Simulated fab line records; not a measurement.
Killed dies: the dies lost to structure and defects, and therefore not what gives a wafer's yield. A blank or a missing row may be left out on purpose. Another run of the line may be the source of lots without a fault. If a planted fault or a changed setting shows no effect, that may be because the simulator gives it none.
fab line records	flow sky130
[record] lots = 12	wafers = 36	last_day = 50
route steps=708 shown DNWELL@44 SONOS_ONO@172 CONTACT@409 METAL1@436
lots untouched by any fault: they come from a run of this same line in which no faults occurred
start_h: hours from the record's opening day to when the first of the lot's shown wafers began	wait_h: hours from the lot's prior step to this one	" same as the row above	L1.1+2: a single row standing in for several wafers	- no value, or no start was given	* or withheld: withheld	< > ~ a bound
route shown NAME@n: NAME is a module with steps in the file, n the number in the route of the first one	usual: the fault-free wafers' mean and standard deviation	same: alike in all rows	chamber/n: place in a boat	sites: per-site readings	_std_site: their standard deviation	_edge_site: the outer-site mean with the inner-site mean subtracted	radius_mm: for every site, how far away it sits from the centre of the wafer	mask NAME#n: copy n	behind: the tool/chamber that last shaped the wafer	hold: why the lot was held/for how many hours/how that ended	device: whichever transistor did not switch (one of n, p or np)	end of line: tests of these same wafers at the route's end	a step given without rows: its recipe and nothing more	killed: the dies lost at the first sort to structure and to defects; this is not the yield of the wafer	map: dies across one wafer; x = killed, . = not, _ = none there
set.NAME: the setting as run; set.NAME@STEP: as run at that earlier step	model.NAME: the simulator's own value behind a step, which no gauge read
the route's steps for a sample of lots (tables are steps, rows are wafers)
services: the hour from which a tool's chamber was out of use, counted from the record's first day as start_h (under 0 if before that day), plus the number of hours and why
[[steps]]
[step SKY_DNWELL_TW_MEAS_09]
[usual] DNWELL_TW = 1107/11
lot.wafer	tool	chamber	start_h	wait_h	DNWELL_TW
L586.4	film_metro-04	-	63.00	0.1	1123
L586.5	"	-	"	"	1119
L586.6	"	-	"	"	1125
L591.3	film_metro-02	-	94.13	0.1	1095
L591.5	"	-	"	"	1096
L591.6	"	-	"	"	1096
L592.1	film_metro-04	-	94.15	0.1	1108
L592.3	"	-	"	"	1111
L592.5	"	-	"	"	1111
L593.1	film_metro-02	-	99.30	0.1	1106
L593.2	"	-	"	"	1098
L593.4	"	-	"	"	1101
L594.2	film_metro-04	-	106.42	0.1	1124
L594.3	"	-	"	"	1127
L594.4	"	-	"	"	1125
L595.2	film_metro-02	-	110.53	0.1	1091
L595.3	"	-	"	"	1091
L595.5	"	-	"	"	1097
L596.1	film_metro-04	-	116.11	0.1	1119
L596.3	"	-	"	"	1117
L596.6	"	-	"	"	1118
L597.1	film_metro-04	-	122.66	0.1	1115
L597.4	"	-	"	"	1112
L597.5	"	-	"	"	1109
L604.2	film_metro-04	-	159.07	0.1	1116
L604.4	"	-	"	"	1112
L604.5	"	-	"	"	1116
L605.2	film_metro-03	-	164.11	0.1	1117
L605.3	"	-	"	"	1110
L605.4	"	-	"	"	1113
L606.2	film_metro-03	-	170.47	0.1	1111
L606.3	"	-	"	"	1115
L606.4	"	-	"	"	1109
L607.2	film_metro-04	-	176.33	0.1	1124
L607.4	"	-	"	"	1129
L607.6	"	-	"	"	1130
[step SKY_SONOS_ONO_CVD_04]
[recipe] material = SiO2	precursor = SiH4/N2O	target_thk_nm = 5.7199	temp_c = 900	pressure_mtorr = 400
[usual] spike_tc_bottom_C = 921.6/0.96	spike_tc_centre_C = 899.2/0.97	spike_tc_lower_C = 899.3/1.2	spike_tc_top_C = 909.4/2.4	spike_tc_upper_C = 898.6/0.95	susceptor_temp_C = 900.0/0.36
lot.wafer	tool	chamber	start_h	wait_h	spike_tc_bottom_C	spike_tc_centre_C	spike_tc_lower_C	spike_tc_top_C	spike_tc_upper_C	susceptor_temp_C
L586.4	lpcvd-03	1	271.84	0.0	923.2	899.4	899.0	914.2	897.1	899.2
L586.5	"	1	"	"	921.4	899.6	901.0	913.6	898.4	899.8
L586.6	"	1	"	"	921.9	898.4	898.6	911.2	896.7	899.6
L591.3	lpcvd-03	0	316.85	0.0	919.1	899.5	899.6	907.7	900.3	899.7
L591.5	"	0	"	"	921.2	897.7	898.6	907.0	900.2	899.9
L591.6	"	0	"	"	920.7	899.0	899.2	908.3	898.4	900.3
L592.1	lpcvd-03	0	318.10	0.2	921.9	899.9	898.5	907.8	898.1	900.0
L592.3	"	0	"	"	921.5	898.6	898.4	908.2	897.6	899.9
L592.5	"	0	"	"	923.9	898.7	897.8	908.6	898.2	900.1
L593.1	lpcvd-03	0	324.86	0.1	921.7	899.6	898.1	907.7	899.0	899.3
L593.2	"	0	"	"	921.7	899.4	900.4	907.9	899.5	900.2
L593.4	"	0	"	"	919.0	901.1	900.6	907.3	898.5	900.1
L594.2	lpcvd-03	0	340.16	0.0	920.7	898.3	897.6	905.7	898.3	900.6
L594.3	"	0	"	"	919.7	897.9	898.6	905.9	899.5	900.1
L594.4	"	0	"	"	921.2	898.6	898.0	908.1	899.7	900.2
L595.2	lpcvd-03	0	344.35	0.0	933.5	908.8	908.8	918.5	908.7	910.2
L595.3	"	0	"	"	931.4	911.1	907.9	919.1	910.5	909.9
L595.5	"	0	"	"	929.3	909.7	909.7	919.1	907.8	909.5
L596.1	lpcvd-03	0	355.72	0.1	931.5	909.5	909.5	920.1	909.6	910.5
L596.3	"	0	"	"	931.7	910.9	908.8	918.0	908.0	910.4
L596.6	"	0	"	"	932.1	908.4	910.5	920.0	908.1	909.8
L597.1	lpcvd-03	0	362.91	0.1	933.0	909.7	910.8	918.5	909.0	910.0
L597.4	"	0	"	"	931.0	909.1	909.2	917.3	909.8	909.9
L597.5	"	0	"	"	931.5	910.6	908.0	916.8	909.6	910.2
L604.2	lpcvd-03	0	417.20	0.0	922.3	898.7	899.1	909.2	898.1	899.7
L604.4	"	0	"	"	921.1	899.4	900.3	907.3	898.7	899.6
L604.5	"	0	"	"	920.8	898.9	899.8	907.1	898.8	900.0
L605.2	lpcvd-03	1	422.60	0.0	922.3	899.3	901.6	912.3	897.5	899.8
L605.3	"	1	"	"	920.5	899.1	899.8	909.9	899.0	900.5
L605.4	"	1	"	"	921.6	898.7	899.4	911.5	898.5	900.1
L606.2	lpcvd-03	1	433.09	0.0	921.6	898.5	901.7	912.5	897.6	899.5
L606.3	"	1	"	"	921.8	898.7	900.6	912.6	899.1	900.1
L606.4	"	1	"	"	921.9	899.2	899.9	911.5	900.1	899.9
L607.2	lpcvd-03	0	438.49	0.0	921.9	899.8	898.8	908.4	899.0	900.3
L607.4	"	0	"	"	921.9	898.9	898.0	910.3	900.2	899.7
L607.6	"	0	"	"	922.3	899.6	898.9	906.7	899.7	899.8
[step SKY_SONOS_ONO_THK_MEAS_05]
[recipe] reads = SiO2_of_SONOS_ONO_CVD_04
[usual] SONOS_ONO_CVD_04_THK = 5.75/0.1
lot.wafer	tool	chamber	start_h	wait_h	hold	SONOS_ONO_CVD_04_THK[nm]
L586.4	film_metro-03	-	273.12	0.0	-	5.75
L586.5	"	-	"	"	-	5.75
L586.6	"	-	"	"	-	5.78
L591.3	film_metro-01	-	318.12	0.0	-	5.76
L591.5	"	-	"	"	-	5.77
L591.6	"	-	"	"	-	5.85
L592.1	film_metro-02	-	319.35	0.0	-	5.73
L592.3	"	-	"	"	-	5.70
L592.5	"	-	"	"	-	5.86
L593.1	film_metro-01	-	326.11	0.0	-	5.63
L593.2	"	-	"	"	-	5.71
L593.4	"	-	"	"	-	5.65
L594.2	film_metro-01	-	341.42	0.0	-	5.52
L594.3	"	-	"	"	-	5.54
L594.4	"	-	"	"	-	5.53
L595.2	film_metro-02	-	345.61	0.0	await_dispo/0.2h/release	6.69
L595.3	"	-	"	"	await_dispo/0.2h/release	6.63
L595.5	"	-	"	"	await_dispo/0.2h/release	6.86
L595.2	film_metro-02	-	345.84	0.2	-	6.70
L595.3	"	-	"	"	-	6.66
L595.5	"	-	"	"	-	6.86
L596.1	film_metro-01	-	356.97	0.0	await_dispo/0.2h/release	6.75
L596.3	"	-	"	"	await_dispo/0.2h/release	6.87
L596.6	"	-	"	"	await_dispo/0.2h/release	6.62
L596.1	film_metro-01	-	357.20	0.2	-	6.85
L596.3	"	-	"	"	-	6.89
L596.6	"	-	"	"	-	6.65
L597.1	film_metro-03	-	364.16	0.0	await_dispo/0.2h/release	6.71
L597.4	"	-	"	"	await_dispo/0.2h/release	6.78
L597.5	"	-	"	"	await_dispo/0.2h/release	6.70
L597.1	film_metro-03	-	364.38	0.2	-	6.72
L597.4	"	-	"	"	-	6.71
L597.5	"	-	"	"	-	6.75
L604.2	film_metro-01	-	418.46	0.0	-	5.50
L604.4	"	-	"	"	-	5.71
L604.5	"	-	"	"	-	5.58
L605.2	film_metro-03	-	423.86	0.0	-	5.77
L605.3	"	-	"	"	-	5.76
L605.4	"	-	"	"	-	5.83
L606.2	film_metro-02	-	434.35	0.0	-	5.65
L606.3	"	-	"	"	-	5.65
L606.4	"	-	"	"	-	5.63
L607.2	film_metro-01	-	440.38	0.0	-	5.64
L607.4	"	-	"	"	-	5.94
L607.6	"	-	"	"	-	5.87
[step SKY_CONTACT_THK_MEAS_03]
[recipe] reads = SiO2_of_CONTACT_HDPCVD_02
[usual] CONTACT_HDPCVD_THK = 563/7
lot.wafer	tool	chamber	start_h	wait_h	CONTACT_HDPCVD_THK[nm]
L586.4	film_metro-03	-	722.73	0.0	567
L586.5	"	-	"	"	571
L586.6	"	-	"	"	564
L591.3	film_metro-01	-	770.56	0.1	559
L591.5	"	-	"	"	566
L591.6	"	-	"	"	561
L592.1	film_metro-02	-	771.66	0.0	569
L592.3	"	-	"	"	562
L592.5	"	-	"	"	568
L593.1	film_metro-03	-	777.79	0.0	567
L593.2	"	-	"	"	554
L593.4	"	-	"	"	563
L594.2	film_metro-01	-	796.49	0.0	565
L594.3	"	-	"	"	568
L594.4	"	-	"	"	573
L595.2	film_metro-01	-	797.96	0.0	562
L595.3	"	-	"	"	572
L595.5	"	-	"	"	579
L596.1	film_metro-03	-	807.25	0.0	575
L596.3	"	-	"	"	561
L596.6	"	-	"	"	573
L597.1	film_metro-03	-	817.84	0.0	568
L597.4	"	-	"	"	567
L597.5	"	-	"	"	556
L604.2	film_metro-03	-	859.21	0.0	563
L604.4	"	-	"	"	561
L604.5	"	-	"	"	562
L605.2	film_metro-01	-	869.40	0.0	573
L605.3	"	-	"	"	555
L605.4	"	-	"	"	578
L606.2	film_metro-03	-	876.27	0.1	554
L606.3	"	-	"	"	548
L606.4	"	-	"	"	561
L607.2	film_metro-03	-	885.72	0.0	558
L607.4	"	-	"	"	557
L607.6	"	-	"	"	563
[step SKY_METAL1_SPUTTER_02]
[recipe] material = AlCu	target_thk_nm = 250	power_w = 10600	time_s = 13.3	chamber_pressure_pa = 0.4
[usual] throttle_valve_pct = 29.6/0.83
lot.wafer	tool	chamber	start_h	wait_h	throttle_valve_pct
L586.4	pvd_sputter-03	-	752.20	0.0	28.3
L586.5	"	-	"	"	28.9
L586.6	"	-	"	"	28.4
L591.3	pvd_sputter-04	-	798.87	0.0	29.5
L591.5	"	-	"	"	29.7
L591.6	"	-	"	"	29.3
L592.1	pvd_sputter-04	-	800.78	0.0	29.8
L592.3	"	-	"	"	29.2
L592.5	"	-	"	"	29.4
L593.1	pvd_sputter-03	-	806.25	0.0	30.8
L593.2	"	-	"	"	28.3
L593.4	"	-	"	"	30.9
L594.2	pvd_sputter-03	-	824.47	0.0	30.8
L594.3	"	-	"	"	28.4
L594.4	"	-	"	"	30.7
L595.2	pvd_sputter-03	-	826.62	0.0	30.5
L595.3	"	-	"	"	28.8
L595.5	"	-	"	"	28.8
L596.1	pvd_sputter-04	-	834.85	0.0	29.9
L596.3	"	-	"	"	29.4
L596.6	"	-	"	"	29.8
L597.1	pvd_sputter-03	-	846.42	0.0	28.6
L597.4	"	-	"	"	30.7
L597.5	"	-	"	"	30.5
L604.2	pvd_sputter-03	-	888.17	0.0	31.0
L604.4	"	-	"	"	28.5
L604.5	"	-	"	"	28.6
L605.2	pvd_sputter-03	-	897.13	0.0	28.7
L605.3	"	-	"	"	30.7
L605.4	"	-	"	"	28.5
L606.2	pvd_sputter-03	-	904.38	0.0	28.6
L606.3	"	-	"	"	28.6
L606.4	"	-	"	"	30.8
L607.2	pvd_sputter-04	-	913.44	0.0	28.7
L607.4	"	-	"	"	29.4
L607.6	"	-	"	"	29.5
[[services]]
tool	chamber	start_h	hours	kind
pvd_sputter-03	0	330.45	-	consumable_replace:kit
pvd_sputter-03	0	330.45	18.0	scheduled_down
pvd_sputter-03	0	330.45	18.0	vent_cycle
pvd_sputter-03	-	337.45	2.6	repair
lpcvd-03	-	345.95	1.4	repair
pvd_sputter-03	-	403.44	0.8	repair
lpcvd-03	-	475.75	2.8	pm
pvd_sputter-03	-	567.78	5.4	repair
pvd_sputter-03	-	587.60	0.5	repair
pvd_sputter-04	-	619.06	1.6	repair
pvd_sputter-03	3	672.30	-	consumable_replace:kit
pvd_sputter-03	3	672.30	18.0	scheduled_down
pvd_sputter-03	3	672.30	18.0	vent_cycle
pvd_sputter-04	-	703.71	3.2	repair
pvd_sputter-04	2	707.06	-	consumable_replace:kit
pvd_sputter-04	2	707.06	18.0	scheduled_down
pvd_sputter-04	2	707.06	18.0	vent_cycle
pvd_sputter-04	-	765.80	1.1	repair
pvd_sputter-04	-	809.29	0.8	repair
pvd_sputter-03	-	819.83	2.2	repair
lpcvd-03	-	844.65	6.1	pm
[[key]]
[first_sign] step = SKY_SONOS_ONO_CVD_04	reading = susceptor_temp_C	direction = up	sigmas = 28	usual = *	struck = *
[effect] step = SKY_SONOS_ONO_CVD_04	reading = spike_tc_upper_C	direction = up	sigmas = 11	usual = 898.6	struck = 909.0
[effect] step = SKY_SONOS_ONO_THK_MEAS_05	reading = visit	direction = added
[effect] step = SKY_SONOS_ONO_THK_MEAS_05	reading = SONOS_ONO_CVD_04_THK	direction = up	sigmas = 9.6	usual = 5.75	struck = 6.73
met_at SKY_SONOS_ONO_CVD_04
struck_lots L595,L596,L597
tester_left_out L595,L596,L597
not_acting_at SKY_DNWELL_TW_MEAS_09,SKY_CONTACT_THK_MEAS_03,SKY_METAL1_SPUTTER_02
onset_between 340.16 344.35
[fault] kind = process_parameter_drift	tool = lpcvd-03	chamber = -	onset_h = 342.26	steps = SKY_SONOS_ONO_CVD_04	channel = temp_c	offset = *	shape = step	end_h = 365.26	stated = *
// tester_left_out: of these lots the tester's yield and bins aren't shown, on N5 and GAA mostly nor the transistor test; their killed dies are dies lost to structure and defects alone, not to doping, threshold or leakage, so they don't give the yield
